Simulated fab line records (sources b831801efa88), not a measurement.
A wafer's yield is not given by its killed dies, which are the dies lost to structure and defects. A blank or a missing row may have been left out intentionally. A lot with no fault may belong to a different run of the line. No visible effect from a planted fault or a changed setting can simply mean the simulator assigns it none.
One fault seen from 2 desks -- flow sky130 -- only its own numbers are on each desk; what lay behind them is given at the end

== THE TOOL OWNER'S DESK: implanter-04 ==
The tool's own readings at SKY_VT_ADJUST_NCORE_IMPLANT_09, given as means over the sampled wafers that have a number, one for each lot that went through this tool. Any lot whose mean is over 4 standard deviations away from the usual mean is out of limits and marked OUT; that distance is given in the brackets.
Columns: A = beam_energy_keV at SKY_VT_ADJUST_NCORE_IMPLANT_09, usual 9.999; B = dose_ions_cm2 at SKY_VT_ADJUST_NCORE_IMPLANT_09, usual 2.3999e+12; C = faraday_current_uA at SKY_VT_ADJUST_NCORE_IMPLANT_09, usual 13.50
lot,first seen here,A,B,C
L318,day 8 20:27,10.002,2.3995e+12,13.43
L328,day 12 04:36,9.999,2.4010e+12,13.38
L329,day 12 08:23,10.001,2.3985e+12,13.25
L338,day 15 01:23,9.996,2.1605e+12 (-83) OUT,12.21 (-4.3) OUT
L340,day 15 06:59,10.000,2.1611e+12 (-82) OUT,12.29 (-4.0) OUT
This desk's finding: out of limits on L338, L340; first on L338, day 15 01:23 (dose_ions_cm2 at SKY_VT_ADJUST_NCORE_IMPLANT_09). L318, L328, L329 stayed within limits.

== AT THE METROLOGY DESK ==
Means of the sampled wafers that have a number, per lot and without regard to the tool the lot ran on: this is what the gauges read. Any lot whose mean is over 4 standard deviations away from the usual mean is out of limits and marked OUT; that distance is given in the brackets.
Columns: A = NWELL_01_OVL at SKY_NWELL_OVL_MEAS_23, usual 0.5 nm; B = VT_ADJUST_NCORE_OVL at SKY_VT_ADJUST_NCORE_OVL_MEAS_08, usual 1.0 nm; C = VT_ADJUST_NCORE_TW at SKY_VT_ADJUST_NCORE_TW_MEAS_11, usual 219.6; D = cd_nm at SKY_VT_ADJUST_HVTR_CD_MEAS_07, usual 380.6 nm
lot,first seen here,A,B,C,D
L318,day 5 12:44,0.1,0.0,220.4,382.0
L321,day 6 05:50,0.4,-0.2,216.9,382.8
L322,day 6 11:47,0.4,0.1,219.9,381.1
L323,day 6 18:48,0.3,1.3,219.7,379.8
L324,day 6 23:53,-1.4,1.2,220.0,377.3
L325,day 7 05:45,-1.8,2.0,220.3,379.0
L328,day 8 07:53,1.8,0.7,218.7,378.5
L329,day 8 11:25,0.4,1.0,218.9,379.8
L330,day 8 17:53,-0.1,2.6,219.0,379.3
L331,day 8 21:57,1.8,1.2,219.0,376.0
L338,day 10 20:56,1.4,0.4,215.2,379.5
L340,day 11 00:43,1.4,1.2,212.3 (-6.1) OUT,379.1
L339,day 11 00:50,0.3,-0.1,219.2,378.8
This desk reports L340 out of limits; the earliest was L340 at day 15 07:14 (VT_ADJUST_NCORE_TW at SKY_VT_ADJUST_NCORE_TW_MEAS_11). L318, L321, L322, L323, L324, L325, L328, L329, L330, L331, L338, L339 stayed within limits.

== PUT TOGETHER ==
An alarm could have come from the tool owner's desk at day 15 01:23, on L338, L340.
Metrology desk: alarm possible at day 15 07:14 on L340.
The metrology desk has L338 on record, within its limits.
Of the lots named, all ran SKY_VT_ADJUST_NCORE_IMPLANT_09 on implanter-04.

== WHAT THE SIMULATOR PUT IN ==
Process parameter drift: implanter-04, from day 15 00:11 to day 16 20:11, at SKY_VT_ADJUST_NCORE_IMPLANT_09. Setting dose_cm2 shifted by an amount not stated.
Lots struck among those shown: L338, L340.
Fault start to first reading out of limits, in hours, per desk: tool owner, 1; metrology, 7.
